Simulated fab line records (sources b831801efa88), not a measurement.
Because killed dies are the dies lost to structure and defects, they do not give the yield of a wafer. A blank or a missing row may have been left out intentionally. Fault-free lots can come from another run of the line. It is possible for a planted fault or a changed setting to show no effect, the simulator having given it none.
fab line records ; flow gf180mcu
record: lots: 15; wafers: 45; last-day: 32
route steps=602 shown SAB@277 M1@328 M2@367
lots untouched by any fault: they come from a run of this same line in which no faults occurred
start-h: the number of hours between the record's first day and the start of the first shown wafer of the lot ; wait-h: hours since the lot's step before ; " repeats the value in the row above ; L1.1+2: several wafers, shown together as one row ; - either no value or no given start ; * or withheld: withheld ; < > ~ a bound
route shown NAME@n: names a module that has steps shown in the file, with the first one's number in the route ; usual: mean and standard deviation over wafers with no fault ; same: alike in all rows ; chamber/n: place in a boat ; sites: each site's reading ; _std_site: the values' standard deviation ; _edge_site: inner sites' mean taken away from outer sites' mean ; radius-mm: for every site, how far away it sits from the centre of the wafer ; mask NAME#n: copy n ; behind: the tool/chamber that last shaped the wafer ; hold: why the lot went on hold/how many hours it stayed there/how the hold came to an end ; device: the transistor (n, p or np) that didn't switch ; end of line: tests of these same wafers at the route's end ; a step without rows: its recipe alone ; killed: the dies lost at the first sort to structure and to defects; this is not the yield of the wafer ; map: shows each die of a wafer: x if killed, . if not, _ if none is there
set.NAME: setting as actually run; set.NAME@STEP: the setting as run at that earlier step ; model.NAME: the simulator's own value behind a step, which no gauge read
one table for each step of the route and one row for each wafer, over a sample of lots
services: the hour from which a tool's chamber was out of use, counted from the record's first day as start-h (under 0 if before that day), plus the number of hours and why
== steps ==
step: GF_SAB_STRIP_13
recipe: chemistry: O2/N2; power-w: 1400; pressure-mtorr: 1500; platen-temp-c: 250; o2-flow-sccm: 3000; n2-flow-sccm: 300; overash-fraction: 0.5
usual: drypump-motor-current-A: 5.7/0.48; heater-power-w: 325/40; n2-flow-sccm: 300.0/0.93; oes-product-au: 0.709/0.0046; strip-time-to-endpoint-s: 12.62/0.034
lot.wafer;tool;chamber;start-h;wait-h;drypump-motor-current-A;heater-power-w;n2-flow-sccm;oes-product-au;rf-hours-counter-h;strip-time-to-endpoint-s
L328.3;plasma-asher-04;0;340.86;0.0;5.9;296;299.3;0.720;-;12.66
L328.5;plasma-asher-04;0;340.86;0.0;5.9;293;300.0;0.708;-;12.65
L328.6;plasma-asher-04;1;340.86;0.0;6.0;380;299.5;0.707;-;12.67
L330.2;plasma-asher-04;1;357.08;0.0;6.0;377;301.5;0.708;54;12.53
L330.4;plasma-asher-04;0;357.08;0.0;5.9;300;299.8;0.705;-;12.57
L330.5;plasma-asher-04;1;357.08;0.0;6.0;372;300.8;0.708;-;12.56
L331.3;plasma-asher-04;0;369.26;0.0;5.9;281;300.0;0.706;-;12.64
L331.5;plasma-asher-04;1;369.26;0.0;6.0;384;300.2;0.706;-;12.63
L331.6;plasma-asher-04;0;369.26;0.0;5.9;292;298.7;0.707;-;12.70
L332.2;plasma-asher-04;1;383.28;0.0;6.1;377;300.5;0.704;57;12.66
L332.3;plasma-asher-04;0;383.28;0.0;5.9;281;298.8;0.706;-;12.64
L332.4;plasma-asher-04;1;383.28;0.0;6.0;365;301.6;0.708;-;12.62
L333.1;plasma-asher-01;1;385.42;0.0;5.4;287;300.3;0.700;27;12.64
L333.4;plasma-asher-01;1;385.42;0.0;5.4;288;298.6;0.696;-;12.62
L333.5;plasma-asher-01;1;385.42;0.0;5.4;292;298.6;0.713;-;12.64
L334.1;plasma-asher-04;0;398.98;0.0;5.9;290;301.0;0.709;59;12.62
L334.4;plasma-asher-04;0;398.98;0.0;5.9;292;300.8;0.704;-;12.57
L334.5;plasma-asher-04;1;398.98;0.0;6.0;381;298.9;0.710;-;12.57
L338.1;plasma-asher-04;0;426.65;0.0;5.9;298;299.8;0.707;63;12.60
L338.2;plasma-asher-04;1;426.65;0.0;6.0;372;298.4;0.708;63;12.59
L338.3;plasma-asher-04;0;426.65;0.0;5.9;284;300.5;0.701;-;12.58
L337.1;plasma-asher-04;0;428.32;0.0;5.9;293;301.4;0.701;63;12.58
L337.2;plasma-asher-04;1;428.32;0.0;6.0;375;299.7;0.708;63;12.57
L337.6;plasma-asher-04;1;428.32;0.0;6.0;380;299.1;0.708;-;12.57
L339.1;plasma-asher-02;0;446.68;0.0;6.4;358;299.4;0.703;2;12.61
L339.3;plasma-asher-02;0;446.68;0.0;6.4;352;298.6;0.707;-;12.58
L339.4;plasma-asher-02;1;446.68;0.0;4.7;276;299.2;0.711;-;12.58
L341.1;plasma-asher-02;0;459.78;0.0;6.4;356;300.1;0.706;3;12.58
L341.5;plasma-asher-02;1;459.78;0.0;4.7;264;300.7;0.709;-;12.61
L341.6;plasma-asher-02;0;459.78;0.0;6.4;347;299.8;0.714;-;12.63
L342.1;plasma-asher-01;1;463.86;0.0;5.4;301;299.1;0.707;36;12.58
L342.2;plasma-asher-01;0;463.86;0.0;5.7;344;299.5;0.710;36;12.59
L342.3;plasma-asher-01;0;463.86;0.0;5.7;348;299.3;0.706;-;12.57
L343.1;plasma-asher-04;1;472.33;0.0;6.0;376;301.2;0.709;68;12.63
L343.2;plasma-asher-04;0;472.33;0.0;5.9;289;299.0;0.700;68;12.62
L343.6;plasma-asher-04;0;472.33;0.0;5.9;291;299.3;0.711;-;12.61
L348.1;plasma-asher-02;1;513.92;0.0;4.7;268;299.0;0.713;9;12.60
L348.2;plasma-asher-02;0;513.92;0.0;6.4;357;300.1;0.713;9;12.61
L348.5;plasma-asher-02;1;513.92;0.0;4.7;278;300.7;0.713;-;12.65
L349.1;plasma-asher-01;0;519.01;0.0;5.7;350;299.4;0.716;42;12.68
L349.3;plasma-asher-01;1;519.01;0.0;5.4;291;298.5;0.717;-;12.67
L349.6;plasma-asher-01;1;519.01;0.0;5.4;291;297.8;0.717;-;12.70
L350.1;plasma-asher-02;0;538.89;0.0;6.3;349;299.3;0.700;11;12.60
L350.2;plasma-asher-02;1;538.89;0.0;4.7;274;300.3;0.707;11;12.58
L350.5;plasma-asher-02;1;538.89;0.0;4.7;274;299.1;0.712;-;12.63
step: GF_M1_DEVELOP_13
recipe: develop-time-s: 60; dev-temp-c: 21
usual: chill-plate-temp-C: 23.00/0.12; develop-time-s: 60/0
lot.wafer;tool;chamber;start-h;wait-h;chill-plate-temp-C;develop-time-s
L328.3;litho-track-02;0;388.22;0.1;22.98;60
L328.5;litho-track-02;0;388.22;0.1;23.10;60
L328.6;litho-track-02;0;388.22;0.1;23.01;60
L330.2;litho-track-02;0;406.10;0.2;23.03;60
L330.4;litho-track-02;0;406.10;0.2;22.86;60
L330.5;litho-track-02;0;406.10;0.2;22.96;60
L331.3;litho-track-04;0;417.98;0.1;23.04;60
L331.5;litho-track-04;0;417.98;0.1;22.93;60
L331.6;litho-track-04;0;417.98;0.1;23.09;60
L332.2;litho-track-03;0;433.26;0.2;23.07;60
L332.3;litho-track-03;0;433.26;0.2;23.10;60
L332.4;litho-track-03;0;433.26;0.2;23.19;60
L333.1;litho-track-03;0;434.58;0.2;22.77;60
L333.4;litho-track-03;0;434.58;0.2;23.00;60
L333.5;litho-track-03;0;434.58;0.2;22.95;60
L334.1;litho-track-02;0;454.42;0.2;23.08;60
L334.4;litho-track-02;0;454.42;0.2;23.04;60
L334.5;litho-track-02;0;454.42;0.2;22.94;60
L338.1;litho-track-03;0;477.23;0.2;23.13;60
L338.2;litho-track-03;0;477.23;0.2;23.17;60
L338.3;litho-track-03;0;477.23;0.2;23.12;60
L337.1;litho-track-04;0;479.67;0.2;23.03;60
L337.2;litho-track-04;0;479.67;0.2;23.11;60
L337.6;litho-track-04;0;479.67;0.2;22.97;60
L339.1;litho-track-03;0;496.78;0.2;22.89;60
L339.3;litho-track-03;0;496.78;0.2;22.99;60
L339.4;litho-track-03;0;496.78;0.2;22.78;60
L341.1;litho-track-03;0;510.13;0.2;23.09;60
L341.5;litho-track-03;0;510.13;0.2;23.20;60
L341.6;litho-track-03;0;510.13;0.2;23.03;60
L342.1;litho-track-02;0;514.02;0.2;22.98;60
L342.2;litho-track-02;0;514.02;0.2;23.16;60
L342.3;litho-track-02;0;514.02;0.2;23.01;60
L343.1;litho-track-03;0;521.23;0.2;23.02;60
L343.2;litho-track-03;0;521.23;0.2;23.01;60
L343.6;litho-track-03;0;521.23;0.2;23.12;60
L348.1;litho-track-04;-;561.52;0.2;-;-
L348.2;litho-track-04;-;561.52;0.2;-;-
L348.5;litho-track-04;-;561.52;0.2;-;-
L349.1;litho-track-04;-;567.72;0.2;-;-
L349.3;litho-track-04;-;567.72;0.2;-;-
L349.6;litho-track-04;-;567.72;0.2;-;-
L350.1;litho-track-03;-;586.73;0.2;-;-
L350.2;litho-track-03;-;586.73;0.2;-;-
L350.5;litho-track-03;-;586.73;0.2;-;-
step: GF_M1_CD_MEAS_14
recipe: target-cd-nm: 230
usual: cd-nm: 230.1/1.2
lot.wafer;tool;chamber;start-h;wait-h;cd-nm
L328.3;cd-sem-02;-;388.36;0.1;229.7
L328.5;cd-sem-02;-;388.36;0.1;228.8
L328.6;cd-sem-02;-;388.36;0.1;229.3
L330.2;cd-sem-02;-;406.24;0.1;229.5
L330.4;cd-sem-02;-;406.24;0.1;230.1
L330.5;cd-sem-02;-;406.24;0.1;231.2
L331.3;cd-sem-01;-;418.12;0.1;229.2
L331.5;cd-sem-01;-;418.12;0.1;229.3
L331.6;cd-sem-01;-;418.12;0.1;229.6
L332.2;cd-sem-02;-;433.40;0.1;229.5
L332.3;cd-sem-02;-;433.40;0.1;229.9
L332.4;cd-sem-02;-;433.40;0.1;229.0
L333.1;cd-sem-01;-;434.73;0.1;230.0
L333.4;cd-sem-01;-;434.73;0.1;229.5
L333.5;cd-sem-01;-;434.73;0.1;229.0
L334.1;cd-sem-01;-;454.57;0.1;229.4
L334.4;cd-sem-01;-;454.57;0.1;228.3
L334.5;cd-sem-01;-;454.57;0.1;228.3
L338.1;cd-sem-02;-;477.38;0.1;229.5
L338.2;cd-sem-02;-;477.38;0.1;228.2
L338.3;cd-sem-02;-;477.38;0.1;229.8
L337.1;cd-sem-01;-;479.82;0.1;229.1
L337.2;cd-sem-01;-;479.82;0.1;230.1
L337.6;cd-sem-01;-;479.82;0.1;228.7
L339.1;cd-sem-02;-;496.93;0.1;229.1
L339.3;cd-sem-02;-;496.93;0.1;229.9
L339.4;cd-sem-02;-;496.93;0.1;229.3
L341.1;cd-sem-01;-;510.28;0.1;229.5
L341.5;cd-sem-01;-;510.28;0.1;230.1
L341.6;cd-sem-01;-;510.28;0.1;230.4
L342.1;cd-sem-01;-;514.17;0.1;229.2
L342.2;cd-sem-01;-;514.17;0.1;230.7
L342.3;cd-sem-01;-;514.17;0.1;229.5
L343.1;cd-sem-02;-;521.38;0.1;231.3
L343.2;cd-sem-02;-;521.38;0.1;231.0
L343.6;cd-sem-02;-;521.38;0.1;231.3
L348.1;cd-sem-02;-;561.67;0.1;-
L348.2;cd-sem-02;-;561.67;0.1;-
L348.5;cd-sem-02;-;561.67;0.1;-
L349.1;cd-sem-02;-;567.87;0.1;-
L349.3;cd-sem-02;-;567.87;0.1;-
L349.6;cd-sem-02;-;567.87;0.1;-
L350.1;cd-sem-01;-;586.88;0.1;-
L350.2;cd-sem-01;-;586.88;0.1;-
L350.5;cd-sem-01;-;586.88;0.1;-
step: GF_M2_RS_MEAS_05
recipe: thk-meas-gauge: four-point-probe; reads: TiN_of_M2_SPUTTER_04+Ti_of_M2_SPUTTER_03+AlCu_of_M2_SPUTTER_02+TiN_of_M2_SPUTTER_01+Ti_of_M2_SPUTTER_00
usual: M2_ALCU_RS: 0.0697/0.00053
lot.wafer;tool;chamber;start-h;wait-h;M2_ALCU_RS[ohm/sq]
L328.3;film-metro-02;-;415.03;0.1;0.0695
L328.5;film-metro-02;-;415.03;0.1;0.0699
L328.6;film-metro-02;-;415.03;0.1;0.0697
L330.2;film-metro-01;-;432.88;0.0;0.0698
L330.4;film-metro-01;-;432.88;0.0;0.0703
L330.5;film-metro-01;-;432.88;0.0;0.0702
L331.3;film-metro-03;-;446.02;0.1;0.0694
L331.5;film-metro-03;-;446.02;0.1;0.0701
L331.6;film-metro-03;-;446.02;0.1;0.0699
L332.2;film-metro-02;-;460.60;0.0;0.0691
L332.3;film-metro-02;-;460.60;0.0;0.0697
L332.4;film-metro-02;-;460.60;0.0;0.0697
L333.1;film-metro-03;-;462.34;0.0;0.0691
L333.4;film-metro-03;-;462.34;0.0;0.0691
L333.5;film-metro-03;-;462.34;0.0;0.0684
L334.1;film-metro-01;-;482.40;0.0;0.0692
L334.4;film-metro-01;-;482.40;0.0;0.0697
L334.5;film-metro-01;-;482.40;0.0;0.0692
L338.1;film-metro-03;-;504.04;0.0;0.0693
L338.2;film-metro-03;-;504.04;0.0;0.0690
L338.3;film-metro-03;-;504.04;0.0;0.0694
L337.1;film-metro-03;-;507.56;0.0;0.0697
L337.2;film-metro-03;-;507.56;0.0;0.0695
L337.6;film-metro-03;-;507.56;0.0;0.0698
L339.1;film-metro-01;-;524.15;0.0;0.0693
L339.3;film-metro-01;-;524.15;0.0;0.0691
L339.4;film-metro-01;-;524.15;0.0;0.0702
L341.1;film-metro-01;-;537.17;0.0;0.0698
L341.5;film-metro-01;-;537.17;0.0;0.0692
L341.6;film-metro-01;-;537.17;0.0;0.0700
L342.1;film-metro-03;-;540.75;0.0;0.0696
L342.2;film-metro-03;-;540.75;0.0;0.0703
L342.3;film-metro-03;-;540.75;0.0;0.0697
L343.1;film-metro-03;-;547.02;0.0;0.0702
L343.2;film-metro-03;-;547.02;0.0;0.0705
L343.6;film-metro-03;-;547.02;0.0;0.0696
== services ==
tool;chamber;start-h;hours;kind
plasma-asher-01;-;339.92;7.9;repair
plasma-asher-02;-;374.75;2.8;pm
plasma-asher-02;-;380.45;3.6;repair
plasma-asher-02;-;387.60;4.4;repair
plasma-asher-02;-;397.33;5.2;repair
plasma-asher-02;-;421.25;9.0;pm
plasma-asher-02;0;421.25;9.0;vent-cycle
plasma-asher-02;1;421.25;9.0;vent-cycle
plasma-asher-02;0;430.25;-;clean
plasma-asher-02;1;430.25;-;clean
plasma-asher-04;-;451.78;1.6;repair
plasma-asher-04;-;579.89;2.6;repair
== key ==
first-sign: step: GF_M1_DEVELOP_13; reading: tool-record; direction: missing
effect none on later readings
met-at GF_M1_DEVELOP_13
struck-lots L348,L349,L350
later-rows-left-out L348.1,L348.2,L348.5,L349.1,L349.3,L349.6,L350.1,L350.2,L350.5
sort-left-out L348.1,L348.2,L348.5,L349.1,L349.3,L349.6,L350.1,L350.2,L350.5
not-acting-at GF_SAB_STRIP_13,GF_M1_CD_MEAS_14,GF_M2_RS_MEAS_05
onset-between 521.23 561.52
fault: kind: skipped-step-whole; tool: litho-track-03,litho-track-04; chamber: -; onset-h: 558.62; steps: GF_M1_DEVELOP_13; scope: struck-lots-only
sort-left-out: the simulated sort isn't trusted on such a fault, so these wafers' sort isn't shown, and their yield isn't known
later-rows-left-out: the simulator's readings of these wafers behind a module that went badly wrong aren't trusted and aren't shown, but for the sort
